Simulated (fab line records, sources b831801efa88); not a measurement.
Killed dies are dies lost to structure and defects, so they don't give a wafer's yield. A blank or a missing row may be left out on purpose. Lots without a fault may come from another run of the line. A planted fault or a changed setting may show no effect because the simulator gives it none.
A struck lot beside a sound one | flow sky130 | 26 steps out of a route of 708
Sound: wafers L596.4, L596.5, L596.6. Struck: wafer L598.3. (L598.2, L598.5 of the same lot were not struck and are left out.) The cause comes at the end.
At each step with rows: each side's tool, then ch and its chambers, then its first start. Under that, the readings that differ: sound wafers | struck wafers | difference of the means | sigmas: that difference in standard deviations of wafers without a fault.
alike: readings whose means differ by less than 2 such deviations, and words and numbers that are the same on both sides. not compared: withheld readings, readings that some wafer has no value for, bounds like >300 that may hide the same value, and numbers for which the record gives no deviation and whose values overlap.
The two part at a step that has a row with sigmas, a row that says differs or no value, or rows on one side only. Numbers that don't overlap but have no deviation are shown without sigmas and don't part them. A reading that every wafer of one side lacks parts them only if that side has two wafers or more.

first, 6 steps without rows for these wafers: SKY_SD_N_IMPLANT_10; SKY_SD_N_STRIP_11 (strips in O2/N2); SKY_SD_N_CLEAN_13 (cleans in SC1/SC2, time 150 s); SKY_SD_N_RTA_14 (time 2 s); SKY_SALICIDE_CLEAN_00 (cleans in HF-last, time 30 s); SKY_LI_CONTACT_HDPCVD_00 (deposits PSG, target thk 930 nm, time 155 s).
SKY_LI_CONTACT_CMP_02: polishes PSG.
  sound on cmp-02 ch 0,1,3, day 30 16:12; struck on cmp-02 ch 1, day 31 05:05
  reading                                       | sound           | struck | difference | sigmas
  time_to_endpoint_s (s)                        | 41 29 39        | 44     | +8         | +2
  model.PSG_of_LI_CONTACT_HDPCVD_00.thk_nm (nm) | 598.8 597 597.7 | 720    | +122       |
  alike: motor_current_A, slurry_filter_dp_kPa
then, 9 steps without rows for these wafers: SKY_LI_CONTACT_DEHYDRATE_04 (time 60 s); SKY_LI_CONTACT_HMDS_05 (prime time 60 s); SKY_LI_CONTACT_COAT_06 (resist thk 60 nm); SKY_LI_CONTACT_COAT_07 (resist thk 450 nm); SKY_LI_CONTACT_SOFTBAKE_08 (time 90 s); SKY_LI_CONTACT_EXPOSE_09 (exposes mask LICM1, target cd 170 nm); SKY_LI_CONTACT_PEB_10; SKY_LI_CONTACT_DEVELOP_11 (develop time 60 s); SKY_LI_CONTACT_ETCH_14 (etches BARC in N2/H2, stops on SiO2, time 45.9 s, target depth 60 nm).
SKY_LI_CONTACT_ETCH_15: etches PSG in C4F8/O2/Ar, stops on Si, target depth 600 nm.
  sound on rie_diel-02 ch 0,2,3, day 31 20:06; struck on rie_diel-03 ch 0, day 32 08:43
  reading                                | sound             | struck | difference | sigmas
  oes_product_au (a.u.)                  | 0.837 0.836 0.840 | 0.937  | +0.099     | +22
  model.etch.depth_nm (nm)               | 598.8 597 597.7   | 720    | +122       |
  model.LI_CONTACT.feature_depth_nm (nm) | 598.8 597 597.7   | 720    | +122       |
then, 6 steps without rows for these wafers: SKY_LI_CONTACT_STRIP_16 (strips in O2/N2); SKY_LI_CONTACT_CLEAN_17 (cleans in NMP, time 600 s); SKY_LI_CONTACT_PRE_CLEAN_18 (time 5.6 s); SKY_LI_CONTACT_SPUTTER_19 (material Ti, target thk 20 nm, time 106.37 s); SKY_LI_CONTACT_SPUTTER_20 (material TiN, target thk 20 nm, time 80 s); SKY_LI_CONTACT_CVD_21 (deposits W, target thk 400 nm, time 120.56 s).
SKY_LI_CONTACT_CMP_24: polishes, stops on PSG, t overpolish 20 s, target thk 0 nm.
  sound on cmp-02 ch 0,3, day 31 20:57; struck on cmp-01 ch 0, day 32 09:40
  reading                                       | sound             | struck | difference | sigmas
  model.PSG_of_LI_CONTACT_HDPCVD_00.thk_nm (nm) | 589.4 587.6 588.2 | 710.5  | +122.1     |
  alike: motor_current_A, slurry_filter_dp_kPa
then, 1 step without rows for these wafers: SKY_LOCAL_INTERCONNECT_SPUTTER_00 (material TiN, target thk 100 nm, time 83.3 s).
-- the record jumps here: 16 days lie between the struck wafers' starts before and after (it left off in module LOCAL_INTERCONNECT and takes up again in module PAD_OPEN, whose first step shown is number 708 of the route) --
SKY_PAD_OPEN_PROBE_99:
  sound on prober-02, day 47 21:14; struck on prober-02, day 48 05:43
  reading                                 | sound             | struck | difference | sigmas
  model.etest.licon_pdiff.rc_ohm          | 592 585.1 579.3   | 642.7  | +57.2      |
  model.etest.nfet_g5v0d10v5.r_on_ohm_um  | 1898 1879 1870    | 1930   | +48        |
  model.etest.nfet_01v8.r_on_ohm_um       | 838.7 834.2 830.9 | 870.6  | +36.0      |
  model.etest.licon_ndiff.rc_ohm          | 194.3 181.2 182.7 | 213.9  | +27.8      |
  model.etest.licon_high_po.rc_ohm        | 358.9 345.2 342.8 | 390    | +41        |
  model.etest.sonos_uncharged.r_on_ohm_um | 813.2 820 804.8   | 865.2  | +52.5      |
  model.etest.cap_li_to_poly.c_af_um2     | 99.54 97.62 99.58 | 71.97  | -26.94     |
  model.etest.licon_poly.rc_ohm           | 151.4 144.6 152.9 | 166.9  | +17.3      |
  alike: killed_at_M0_to_M3, killed_at_M4_up, killed_at_contacts, killed_at_front_end, killed_at_other, killed_dies, killed_open, killed_short

WHERE THEY PART
First at SKY_LI_CONTACT_CMP_02; last, within this record, at SKY_LI_CONTACT_ETCH_15. Later steps at which nothing parts them and some readings are alike: SKY_LI_CONTACT_CMP_24, SKY_PAD_OPEN_PROBE_99.

WHY: what the simulator had put in
Process parameter drift: cmp-02, from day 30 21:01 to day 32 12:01, at SKY_LI_CONTACT_CMP_02. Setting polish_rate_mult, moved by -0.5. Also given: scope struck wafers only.
